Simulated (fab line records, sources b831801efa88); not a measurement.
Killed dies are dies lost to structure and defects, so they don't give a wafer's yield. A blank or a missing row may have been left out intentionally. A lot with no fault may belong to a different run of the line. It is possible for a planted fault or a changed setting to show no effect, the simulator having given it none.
fab line records | flow sky130
record: lots: 13 | wafers: 39 | last_day: 50
route steps=708 shown LDD_HVN@274 SPACER@306 RES_XHIGH@340 SD_N@350
lots that met no fault: from a run of the same line without faults
start_h: hours from the record's first day to the start of the lot's first wafer shown | wait_h: hours from the lot's prior step to this one | " the same as in the row above | L1.1+2: a row that stands for several wafers | - either no value or no given start | * or withheld: withheld | < > ~ a bound
route shown NAME@n: NAME is a module with steps in the file, n the number in the route of the first one | usual: mean/standard deviation of fault-free wafers | same: alike in all rows | chamber/n: place in a boat | sites: the reading at each site | _std_site: how widely they spread, as a standard deviation | _edge_site: mean of outer sites minus mean of inner sites | radius_mm: for every site, how far away it sits from the centre of the wafer | mask NAME#n: copy n | behind: tool/chamber where the wafer was last shaped | hold: cause of the lot's hold/its duration in hours/its outcome | device: the transistor (n, p or np) that didn't switch | end of line: tests run on the same wafers once the route is complete | step lacking rows: just its recipe | killed: at the first sort, the dies lost to defects and structure; wafer yield is something else | map: the dies of a wafer, with x for killed, . for not killed, _ for no die there
set.NAME: the setting as run; set.NAME@STEP: as run at that earlier step | model.NAME: the simulator's own value behind a step, which no gauge read
route steps across a sampled set of lots; one table per step, one row per wafer
services: from which hour (start_h, from the record's first day; less than 0 if before it) a tool's chamber was out of use, for how many hours, and why
== steps ==
step: SKY_LDD_HVN_OVL_MEAS_07
usual: LDD_HVN_OVL: 0.4/1.1
lot.wafer | tool       | chamber | start_h | wait_h | LDD_HVN_OVL[nm]
L239.3    | overlay-02 | -       | 464.93  | 0.1    | 0.3
L239.4    | "          | -       | "       | "      | 2.7
L239.5    | "          | -       | "       | "      | 1.8
L241.2    | overlay-02 | -       | 485.87  | 0.1    | 0.8
L241.5    | "          | -       | "       | "      | -0.1
L241.6    | "          | -       | "       | "      | 1.3
L242.3    | overlay-01 | -       | 507.68  | 0.1    | 0.6
L242.4    | "          | -       | "       | "      | -0.2
L242.6    | "          | -       | "       | "      | 1.7
L243.1    | overlay-02 | -       | 522.01  | 0.1    | 0.4
L243.2    | "          | -       | "       | "      | -1.2
L243.4    | "          | -       | "       | "      | 0.8
L244.2    | overlay-02 | -       | 522.67  | 0.1    | 0.3
L244.3    | "          | -       | "       | "      | -1.1
L244.6    | "          | -       | "       | "      | 0.4
L246.3    | overlay-02 | -       | 534.88  | 0.1    | 0.8
L246.4    | "          | -       | "       | "      | 0.9
L246.5    | "          | -       | "       | "      | 1.9
L245.4    | overlay-01 | -       | 540.18  | 0.1    | 0.4
L245.5    | "          | -       | "       | "      | -0.6
L245.6    | "          | -       | "       | "      | 0.3
L248.1    | overlay-02 | -       | 547.62  | 0.1    | 0.4
L248.5    | "          | -       | "       | "      | -0.2
L248.6    | "          | -       | "       | "      | -1.0
L247.2    | overlay-02 | -       | 547.97  | 0.1    | -0.2
L247.4    | "          | -       | "       | "      | -0.7
L247.5    | "          | -       | "       | "      | -0.1
L249.2    | overlay-02 | -       | 559.08  | 0.1    | 0.7
L249.3    | "          | -       | "       | "      | 0.7
L249.6    | "          | -       | "       | "      | 0.3
L252.3    | overlay-02 | -       | 596.93  | 0.1    | -1.7
L252.4    | "          | -       | "       | "      | -2.2
L252.5    | "          | -       | "       | "      | -0.8
L255.1    | overlay-02 | -       | 615.31  | 0.1    | -1.0
L255.2    | "          | -       | "       | "      | 0.2
L255.6    | "          | -       | "       | "      | -0.7
L261.1    | overlay-02 | -       | 663.62  | 0.1    | 0.5
L261.2    | "          | -       | "       | "      | 1.9
L261.4    | "          | -       | "       | "      | 0.2
step: SKY_SPACER_ETCHBACK_02
recipe: chemistry: CH3F/O2 | target: Si3N4 | stop_on: SiO2 | source_w: 400 | bias_w: 80 | pressure_mtorr: 25 | ch3f_flow_sccm: 40 | O2_flow_sccm: 30 | time_s: 46.7 | target_depth_a: 450
usual: drypump_motor_current_A: 5.8/0.45 | oes_product_au: 0.856/0.0069 | throttle_valve_pct: 10.564/0.0092
lot.wafer | tool        | chamber | start_h | wait_h | drypump_motor_current_A | oes_product_au | rf_hours_counter_h | throttle_valve_pct
L239.3    | rie_diel-02 | 3       | 527.68  | 0.0    | 5.8                     | 0.839          | 34                 | 10.566
L239.4    | "           | 3       | "       | "      | 5.8                     | 0.848          | -                  | 10.550
L239.5    | "           | 2       | "       | "      | 6.5                     | 0.842          | -                  | 10.549
L241.2    | rie_diel-01 | 3       | 549.22  | 0.0    | 5.6                     | 0.857          | 25                 | 10.545
L241.5    | "           | 0       | "       | "      | 5.2                     | 0.851          | -                  | 10.562
L241.6    | "           | 3       | "       | "      | 5.6                     | 0.858          | -                  | 10.566
L242.3    | rie_diel-04 | 3       | 571.73  | 0.0    | 5.8                     | 0.855          | 4                  | 10.547
L242.4    | "           | 0       | "       | "      | 5.7                     | 0.859          | 8                  | 10.581
L242.6    | "           | 3       | "       | "      | 5.8                     | 0.853          | -                  | 10.576
L243.1    | rie_diel-04 | 0       | 584.38  | 0.1    | 5.7                     | 0.853          | 8                  | 10.560
L243.2    | "           | 1       | "       | "      | 5.7                     | 0.855          | 58                 | 10.574
L243.4    | "           | 2       | "       | "      | 6.7                     | 0.866          | 32                 | 10.562
L244.2    | rie_diel-04 | 1       | 586.63  | 0.0    | 5.6                     | 0.862          | 59                 | 10.574
L244.3    | "           | 3       | "       | "      | 5.8                     | 0.858          | 5                  | 10.563
L244.6    | "           | 3       | "       | "      | 5.8                     | 0.856          | -                  | 10.565
L246.3    | rie_diel-02 | 1       | 597.28  | 0.0    | 5.2                     | 0.866          | 1                  | 10.556
L246.4    | "           | 3       | "       | "      | 5.8                     | 0.853          | -                  | 10.563
L246.5    | "           | 2       | "       | "      | 6.5                     | 0.856          | -                  | 10.569
L245.4    | rie_diel-01 | 1       | 600.72  | 0.0    | 5.4                     | 0.858          | 11                 | 10.571
L245.5    | "           | 0       | "       | "      | 5.1                     | 0.846          | -                  | 10.554
L245.6    | "           | 1       | "       | "      | 5.4                     | 0.857          | -                  | 10.553
L247.2    | rie_diel-04 | 0       | 610.20  | 0.0    | 5.7                     | 0.848          | 9                  | 10.563
L247.4    | "           | 2       | "       | "      | 6.7                     | 0.850          | -                  | 10.558
L247.5    | "           | 3       | "       | "      | 5.8                     | 0.861          | -                  | 10.555
L248.1    | rie_diel-01 | 3       | 610.20  | 0.1    | 5.6                     | 0.858          | 26                 | 10.568
L248.5    | "           | 2       | "       | "      | 5.8                     | 0.855          | -                  | 10.571
L248.6    | "           | 3       | "       | "      | 5.6                     | 0.857          | -                  | 10.568
L249.2    | rie_diel-02 | 1       | 621.09  | 0.0    | 5.2                     | 0.861          | 2                  | 10.546
L249.3    | "           | 2       | "       | "      | 6.5                     | 0.855          | 20                 | 10.585
L249.6    | "           | 1       | "       | "      | 5.2                     | 0.863          | -                  | 10.556
L252.3    | rie_diel-04 | 1       | 656.57  | 0.0    | 5.6                     | 0.863          | 60                 | 10.577
L252.4    | "           | 0       | "       | "      | 5.7                     | 0.866          | 10                 | 10.565
L252.5    | "           | 1       | "       | "      | 5.7                     | 0.856          | -                  | 10.570
L255.1    | rie_diel-02 | 3       | 674.63  | 0.1    | 5.8                     | 0.861          | 38                 | 10.567
L255.2    | "           | 1       | "       | "      | 5.2                     | 0.849          | 3                  | 10.566
L255.6    | "           | 3       | "       | "      | 5.8                     | 0.851          | -                  | 10.551
L261.1    | rie_diel-02 | 0       | 721.83  | 0.1    | 6.0                     | 0.860          | 1                  | 10.561
L261.2    | "           | 3       | "       | "      | 5.7                     | 0.860          | 39                 | 10.566
L261.4    | "           | 1       | "       | "      | 5.3                     | 0.868          | 4                  | 10.556
step: SKY_RES_XHIGH_STRIP_08
recipe: chemistry: O2/N2 | power_w: 1400 | pressure_mtorr: 1500 | platen_temp_c: withheld | o2_flow_sccm: 3000 | n2_flow_sccm: 300 | overash_fraction: 0.5
usual: drypump_motor_current_A: 6.0/0.72 | oes_product_au: 0.711/0.0042 | strip_time_to_endpoint_s: 14.28/0.043
lot.wafer | tool            | chamber | start_h | wait_h | drypump_motor_current_A | oes_product_au | rf_hours_counter_h | strip_time_to_endpoint_s
L239.3    | plasma_asher-01 | 1       | 617.64  | 0.1    | 6.3                     | 0.711          | -                  | 14.30
L239.4    | "               | 0       | "       | "      | 4.7                     | 0.713          | -                  | 14.32
L239.5    | "               | 1       | "       | "      | 6.3                     | 0.712          | -                  | 14.36
L241.2    | plasma_asher-04 | 0       | 638.26  | 0.1    | 6.6                     | 0.716          | 81                 | 14.27
L241.5    | "               | 0       | "       | "      | 6.6                     | 0.710          | -                  | 14.31
L241.6    | "               | 1       | "       | "      | 6.7                     | 0.707          | -                  | 14.31
L242.3    | plasma_asher-04 | 1       | 658.39  | 0.1    | 6.7                     | 0.713          | -                  | 14.31
L242.4    | "               | 0       | "       | "      | 6.6                     | 0.715          | -                  | 14.37
L242.6    | "               | 0       | "       | "      | 6.6                     | 0.717          | -                  | 14.36
L243.1    | plasma_asher-04 | 0       | 671.16  | 0.1    | 6.6                     | 0.707          | 85                 | 14.28
L243.2    | "               | 1       | "       | "      | 6.7                     | 0.712          | 85                 | 14.25
L243.4    | "               | 1       | "       | "      | 6.7                     | 0.708          | -                  | 14.24
L244.2    | plasma_asher-04 | 1       | 673.86  | 0.1    | 6.6                     | 0.701          | 85                 | 14.32
L244.3    | "               | 1       | "       | "      | 6.6                     | 0.707          | -                  | 14.32
L244.6    | "               | 1       | "       | "      | 6.6                     | 0.705          | -                  | 14.31
L246.3    | plasma_asher-04 | 0       | 684.50  | 0.1    | 6.6                     | 0.714          | -                  | 14.32
L246.4    | "               | 1       | "       | "      | 6.7                     | 0.713          | -                  | 14.31
L246.5    | "               | 0       | "       | "      | 6.6                     | 0.704          | -                  | 14.35
L245.4    | plasma_asher-01 | 1       | 685.64  | 0.1    | 6.2                     | 0.711          | -                  | 14.25
L245.5    | "               | 1       | "       | "      | 6.3                     | 0.706          | -                  | 14.32
L245.6    | "               | 0       | "       | "      | 4.7                     | 0.715          | -                  | 14.28
L248.1    | plasma_asher-02 | 1       | 696.72  | 0.1    | 5.7                     | 0.714          | 26                 | 14.31
L248.5    | "               | 1       | "       | "      | 5.7                     | 0.715          | -                  | 14.28
L248.6    | "               | 0       | "       | "      | 5.7                     | 0.710          | -                  | 14.31
L247.2    | plasma_asher-01 | 0       | 696.86  | 0.1    | 4.7                     | 0.711          | 56                 | 14.33
L247.4    | "               | 1       | "       | "      | 6.2                     | 0.714          | -                  | 14.29
L247.5    | "               | 1       | "       | "      | 6.2                     | 0.706          | -                  | 14.30
L249.2    | plasma_asher-01 | 1       | 706.91  | 0.1    | 6.3                     | 0.703          | 57                 | 14.27
L249.3    | "               | 0       | "       | "      | 4.7                     | 0.713          | -                  | 14.26
L249.6    | "               | 0       | "       | "      | 4.7                     | 0.701          | -                  | 14.25
L252.3    | plasma_asher-01 | 1       | 740.14  | 0.1    | 6.3                     | 0.707          | -                  | 14.27
L252.4    | "               | 0       | "       | "      | 4.7                     | 0.709          | -                  | 14.26
L252.5    | "               | 0       | "       | "      | 4.7                     | 0.706          | -                  | 14.29
L255.1    | plasma_asher-04 | 0       | 756.76  | 0.1    | 6.6                     | 0.906          | 94                 | -
L255.2    | "               | 1       | "       | "      | 6.7                     | 0.901          | 94                 | -
L255.6    | "               | 0       | "       | "      | 6.6                     | 0.902          | -                  | -
L261.1    | plasma_asher-01 | 1       | 802.46  | 0.1    | 6.3                     | 0.705          | 67                 | 14.31
L261.2    | "               | 0       | "       | "      | 4.7                     | 0.711          | 67                 | 14.32
L261.4    | "               | 0       | "       | "      | 4.7                     | 0.708          | -                  | 14.29
step: SKY_SD_N_OVL_MEAS_08
usual: SD_N_OVL: 0.4/1.3
lot.wafer | tool       | chamber | start_h | wait_h | SD_N_OVL[nm]
L239.3    | overlay-01 | -       | 646.00  | 0.1    | 2.0
L239.4    | "          | -       | "       | "      | 1.3
L239.5    | "          | -       | "       | "      | 1.2
L241.2    | overlay-01 | -       | 666.35  | 0.1    | -0.1
L241.5    | "          | -       | "       | "      | -0.6
L241.6    | "          | -       | "       | "      | 0.0
L242.3    | overlay-01 | -       | 686.50  | 0.1    | -0.9
L242.4    | "          | -       | "       | "      | -0.9
L242.6    | "          | -       | "       | "      | 0.6
L243.1    | overlay-02 | -       | 699.28  | 0.1    | -1.5
L243.2    | "          | -       | "       | "      | 0.6
L243.4    | "          | -       | "       | "      | 0.4
L244.2    | overlay-02 | -       | 701.95  | 0.1    | 0.5
L244.3    | "          | -       | "       | "      | 0.0
L244.6    | "          | -       | "       | "      | 0.5
L246.3    | overlay-02 | -       | 712.00  | 0.1    | 1.1
L246.4    | "          | -       | "       | "      | 1.4
L246.5    | "          | -       | "       | "      | 1.1
L245.4    | overlay-02 | -       | 713.30  | 0.1    | 1.1
L245.5    | "          | -       | "       | "      | 0.8
L245.6    | "          | -       | "       | "      | 0.9
L248.1    | overlay-01 | -       | 724.14  | 0.1    | 2.0
L248.5    | "          | -       | "       | "      | 0.7
L248.6    | "          | -       | "       | "      | -0.7
L247.2    | overlay-02 | -       | 724.94  | 0.1    | 0.5
L247.4    | "          | -       | "       | "      | 0.6
L247.5    | "          | -       | "       | "      | -0.3
L249.2    | overlay-02 | -       | 732.90  | 0.1    | -2.5
L249.3    | "          | -       | "       | "      | -0.8
L249.6    | "          | -       | "       | "      | -1.1
L252.3    | overlay-01 | -       | 767.19  | 0.1    | 0.2
L252.4    | "          | -       | "       | "      | 0.5
L252.5    | "          | -       | "       | "      | 0.8
L255.1    | overlay-01 | -       | 783.49  | 0.1    | 1.9
L255.2    | "          | -       | "       | "      | 1.2
L255.6    | "          | -       | "       | "      | -0.6
L261.1    | overlay-01 | -       | 829.28  | 0.1    | -1.5
L261.2    | "          | -       | "       | "      | -1.1
L261.4    | "          | -       | "       | "      | -2.4
step: SKY_SD_N_STRIP_11
recipe: chemistry: O2/N2 | power_w: 1400 | pressure_mtorr: 1500 | platen_temp_c: withheld | o2_flow_sccm: 3000 | n2_flow_sccm: 300 | overash_fraction: 0.5
usual: drypump_motor_current_A: 5.5/0.64 | oes_product_au: 0.527/0.0042 | strip_time_to_endpoint_s: 22.55/0.04
lot.wafer | tool            | chamber | start_h | wait_h | drypump_motor_current_A | oes_product_au | rf_hours_counter_h | strip_time_to_endpoint_s
L239.3    | plasma_asher-01 | 1       | 646.35  | 0.1    | 6.3                     | 0.532          | -                  | 22.54
L239.4    | "               | 0       | "       | "      | 4.7                     | 0.534          | -                  | 22.55
L239.5    | "               | 0       | "       | "      | 4.7                     | 0.522          | -                  | 22.56
L241.2    | plasma_asher-02 | 0       | 666.68  | 0.1    | 5.7                     | 0.525          | 23                 | 22.57
L241.5    | "               | 1       | "       | "      | 5.7                     | 0.531          | -                  | 22.61
L241.6    | "               | 0       | "       | "      | 5.7                     | 0.524          | -                  | 22.61
L242.3    | plasma_asher-01 | 0       | 686.85  | 0.1    | 4.7                     | 0.526          | -                  | 22.53
L242.4    | "               | 1       | "       | "      | 6.3                     | 0.525          | -                  | 22.57
L242.6    | "               | 0       | "       | "      | 4.7                     | 0.533          | -                  | 22.50
L243.1    | plasma_asher-01 | 1       | 699.62  | 0.1    | 6.3                     | 0.539          | 56                 | 22.49
L243.2    | "               | 0       | "       | "      | 4.7                     | 0.523          | 56                 | 22.47
L243.4    | "               | 1       | "       | "      | 6.3                     | 0.525          | -                  | 22.49
L244.2    | plasma_asher-01 | 0       | 702.28  | 0.1    | 4.7                     | 0.530          | 57                 | 22.57
L244.3    | "               | 0       | "       | "      | 4.7                     | 0.525          | -                  | 22.53
L244.6    | "               | 1       | "       | "      | 6.3                     | 0.527          | -                  | 22.56
L246.3    | plasma_asher-02 | 0       | 712.36  | 0.1    | 5.7                     | 0.530          | -                  | 22.55
L246.4    | "               | 1       | "       | "      | 5.7                     | 0.523          | -                  | 22.52
L246.5    | "               | 1       | "       | "      | 5.7                     | 0.523          | -                  | 22.56
L245.4    | plasma_asher-01 | 0       | 713.65  | 0.1    | 4.7                     | 0.527          | -                  | 22.57
L245.5    | "               | 1       | "       | "      | 6.3                     | 0.533          | -                  | 22.57
L245.6    | "               | 0       | "       | "      | 4.7                     | 0.535          | -                  | 22.60
L248.1    | plasma_asher-01 | 1       | 724.48  | 0.1    | 6.3                     | 0.527          | 59                 | 22.58
L248.5    | "               | 1       | "       | "      | 6.3                     | 0.525          | -                  | 22.49
L248.6    | "               | 0       | "       | "      | 4.7                     | 0.524          | -                  | 22.53
L247.2    | plasma_asher-02 | 1       | 725.27  | 0.1    | 5.7                     | 0.524          | 29                 | 22.63
L247.4    | "               | 0       | "       | "      | 5.7                     | 0.528          | -                  | 22.62
L247.5    | "               | 1       | "       | "      | 5.7                     | 0.529          | -                  | 22.68
L249.2    | plasma_asher-01 | 0       | 733.23  | 0.1    | 4.7                     | 0.530          | 60                 | 22.54
L249.3    | "               | 0       | "       | "      | 4.7                     | 0.527          | -                  | 22.52
L249.6    | "               | 0       | "       | "      | 4.7                     | 0.525          | -                  | 22.55
L252.3    | plasma_asher-03 | 1       | 767.55  | 0.1    | 6.0                     | 0.528          | -                  | 22.59
L252.4    | "               | 0       | "       | "      | 4.9                     | 0.521          | -                  | 22.59
L252.5    | "               | 0       | "       | "      | 4.9                     | 0.525          | -                  | 22.62
L255.1    | plasma_asher-01 | 0       | 783.82  | 0.1    | 4.7                     | 0.591          | 65                 | 31.40
L255.2    | "               | 1       | "       | "      | 6.3                     | 0.583          | 65                 | 31.39
L255.6    | "               | 1       | "       | "      | 6.3                     | 0.583          | -                  | 31.36
L261.1    | plasma_asher-01 | 1       | 829.61  | 0.1    | 6.3                     | 0.521          | 70                 | 22.54
L261.2    | "               | 0       | "       | "      | 4.7                     | 0.527          | 70                 | 22.53
L261.4    | "               | 1       | "       | "      | 6.3                     | 0.532          | -                  | 22.56
step: SKY_SD_N_TW_MEAS_12
usual: SD_N_TW: 3977/37
lot.wafer | tool          | chamber | start_h | wait_h | SD_N_TW
L239.3    | film_metro-01 | -       | 646.44  | 0.1    | 3966
L239.4    | "             | -       | "       | "      | 3995
L239.5    | "             | -       | "       | "      | 3993
L241.2    | film_metro-02 | -       | 666.79  | 0.1    | 4013
L241.5    | "             | -       | "       | "      | 4014
L241.6    | "             | -       | "       | "      | 4013
L242.3    | film_metro-01 | -       | 686.94  | 0.1    | 3980
L242.4    | "             | -       | "       | "      | 3970
L242.6    | "             | -       | "       | "      | 3988
L243.1    | film_metro-03 | -       | 699.72  | 0.1    | 3934
L243.2    | "             | -       | "       | "      | 3962
L243.4    | "             | -       | "       | "      | 3942
L244.2    | film_metro-03 | -       | 702.39  | 0.1    | 3931
L244.3    | "             | -       | "       | "      | 3938
L244.6    | "             | -       | "       | "      | 3950
L246.3    | film_metro-03 | -       | 712.45  | 0.1    | 3931
L246.4    | "             | -       | "       | "      | 3942
L246.5    | "             | -       | "       | "      | 3960
L245.4    | film_metro-03 | -       | 713.75  | 0.1    | 3955
L245.5    | "             | -       | "       | "      | 3933
L245.6    | "             | -       | "       | "      | 3917
L248.1    | film_metro-02 | -       | 724.58  | 0.1    | 4019
L248.5    | "             | -       | "       | "      | 4025
L248.6    | "             | -       | "       | "      | 4021
L247.2    | film_metro-03 | -       | 725.38  | 0.1    | 3956
L247.4    | "             | -       | "       | "      | 3943
L247.5    | "             | -       | "       | "      | 3933
L249.2    | film_metro-02 | -       | 733.34  | 0.1    | 4016
L249.3    | "             | -       | "       | "      | 4029
L249.6    | "             | -       | "       | "      | 4033
L252.3    | film_metro-02 | -       | 767.63  | 0.1    | 4009
L252.4    | "             | -       | "       | "      | 4032
L252.5    | "             | -       | "       | "      | 4029
L255.1    | film_metro-01 | -       | 783.92  | 0.1    | 30
L255.2    | "             | -       | "       | "      | 30
L255.6    | "             | -       | "       | "      | 30
L261.1    | film_metro-03 | -       | 829.71  | 0.1    | 3932
L261.2    | "             | -       | "       | "      | 3950
L261.4    | "             | -       | "       | "      | 3931
== services ==
tool            | chamber | start_h | hours | kind
rie_diel-04     | 1       | 523.57  | 9.3   | repair
plasma_asher-01 | -       | 525.40  | 2.0   | repair
rie_diel-01     | 1       | 533.53  | 11.4  | repair
plasma_asher-04 | -       | 548.04  | 1.5   | repair
rie_diel-04     | 2       | 559.00  | 7.8   | repair
rie_diel-01     | -       | 562.10  | 1.2   | repair
rie_diel-02     | 0       | 572.23  | 5.4   | repair
plasma_asher-01 | -       | 581.95  | 2.8   | pm
rie_diel-02     | 0       | 594.19  | 8.4   | repair
plasma_asher-04 | -       | 600.74  | 2.0   | repair
rie_diel-04     | 1       | 605.68  | 12.6  | repair
rie_diel-04     | 0       | 613.26  | 22.0  | repair
rie_diel-02     | 1       | 629.51  | 28.9  | repair
plasma_asher-02 | -       | 638.97  | 0.8   | repair
rie_diel-02     | -       | 639.31  | 0.6   | repair
rie_diel-04     | 3       | 640.86  | 6.4   | repair
plasma_asher-02 | -       | 644.50  | 14.6  | pm
rie_diel-02     | 1       | 659.42  | 3.3   | repair
rie_diel-02     | -       | 674.78  | 2.8   | pm
rie_diel-04     | 3       | 683.48  | 9.3   | repair
plasma_asher-01 | -       | 688.86  | 1.1   | repair
rie_diel-02     | 0       | 747.24  | 5.0   | repair
plasma_asher-02 | -       | 758.76  | 0.7   | repair
rie_diel-04     | 0       | 817.50  | 3.2   | repair
== key ==
first_sign: step: SKY_RES_XHIGH_STRIP_08 | reading: oes_product_au | direction: up | sigmas: 46 | usual: 0.711 | struck: 0.903
effect: step: SKY_SD_N_STRIP_11 | reading: strip_time_to_endpoint_s | direction: up | sigmas: 99+ | usual: * | struck: *
effect: step: SKY_SD_N_TW_MEAS_12 | reading: SD_N_TW | direction: down | sigmas: 99+ | usual: 3977 | struck: 30
met_at SKY_RES_XHIGH_STRIP_08
struck_lots L255
sort_left_out L255.1,L255.2,L255.6
tester_left_out L255
not_acting_at SKY_LDD_HVN_OVL_MEAS_07,SKY_SPACER_ETCHBACK_02,SKY_SD_N_OVL_MEAS_08
onset_between 684.50 756.76
fault: kind: strip_aborted | tool: plasma_asher-04 | chamber: - | onset_h: 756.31 | steps: SKY_RES_XHIGH_STRIP_08 | offset: 0.76313 | end_h: 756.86
tester_left_out: of these lots the tester's yield and bins aren't shown, on N5 and GAA mostly nor the transistor test; their killed dies are dies lost to structure and defects alone, not to doping, threshold or leakage, so they don't give the yield
sort_left_out: the simulated sort isn't trusted on such a fault, so these wafers' sort isn't shown, and their yield isn't known
